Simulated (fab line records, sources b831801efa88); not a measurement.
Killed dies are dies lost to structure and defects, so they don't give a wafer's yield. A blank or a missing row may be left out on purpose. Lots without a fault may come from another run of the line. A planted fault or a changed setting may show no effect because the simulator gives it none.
Problem report in the 8D (eight disciplines) form, filled by code | flow gf180mcu | the parts of the form that need people (team, actions taken, sign-off) are left out

1. THE PROBLEM
chamber_pressure_pa at GF_MIM_SPUTTER_00 reads a mean of 2.150 Pa on 1 wafer of 1 lot; wafers without a fault read 2.000 Pa with a standard deviation of 0.0042. That is +36 standard deviations from the usual mean.
The step: material Ti, target thk 37.5 nm, time 150 s.
First seen on wafer L991.4, day 28 23:26, on pvd_sputter-03. The record holds 39 wafers of 13 lots with a number at this step. Rule for "out", or "out of limits": more than 4 standard deviations from the usual mean. The other wafers with a number count as sound.

2. WHAT IT IS AND WHAT IT IS NOT
question                    | is                  | is not
which readings at this step | chamber_pressure_pa | throttle_valve_pct
which lots                  | L991                | L100, L978, L979, L981, L982, L984, L985, L986, L988, L997, L998, L999
which wafers of those lots  | L991.4              | L991.3, L991.6
read on which tools         | pvd_sputter-03      | pvd_sputter-02, pvd_sputter-04
when                        | from day 28 23:26   | up to then (26 sound wafers); but 12 sound wafers of L100, L997, L998, L999 came after

3. SUSPECTS, AND WHAT RULES EACH OUT
Counting: a tool at a process step up to the reading stays a suspect if it ran every lot that is out. Sound lots after the first of them don't rule it out here, since some wafers of a struck lot are sound.
- pvd_sputter-03 at GF_MIM_SPUTTER_00 (material Ti, target thk 37.5 nm, time 150 s): kept. It ran the lot that is out, L991 (day 28 23:26); its last sound lot up to then is L988 (day 27 23:56). Its own readings are out on those wafers: chamber_pressure_pa.
Left after counting: pvd_sputter-03 at GF_MIM_SPUTTER_00.

4. THE CAUSE (what the simulator had put in)
Process parameter drift: pvd_sputter-03, from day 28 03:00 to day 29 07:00, at GF_MIM_SPUTTER_00. Setting chamber_pressure_pa, moved by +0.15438, from 2. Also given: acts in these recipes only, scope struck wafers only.
Counting left only this tool.

5. THE CHAIN OF EFFECTS, in route order
Each row: a reading whose mean over the struck wafers that have a number lies more than 3 standard deviations from the usual. Only readings for which the record gives a usual standard deviation are gone through. hours: the time from each lot's start at the first step in this table that gives one to its start at this step, as a median over the lots. sigmas: the change in usual standard deviations.
hours | step              | reading             | usual    | on struck wafers | change | sigmas
0     | GF_MIM_SPUTTER_00 | chamber_pressure_pa | 2.000 Pa | 2.150            | +0.150 | +36
The process steps in it:
- GF_MIM_SPUTTER_00: material Ti, target thk 37.5 nm, time 150 s.
Later measuring or inspecting steps at which every struck wafer that the step has a row for has a number for every such reading, and none has moved that far: GF_MIM_THK_MEAS_06.

6. WHAT WOULD HAVE CAUGHT IT SOONER
In this record the first reading out of limits was taken at day 28 23:26, 20 hours after the fault began at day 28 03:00.
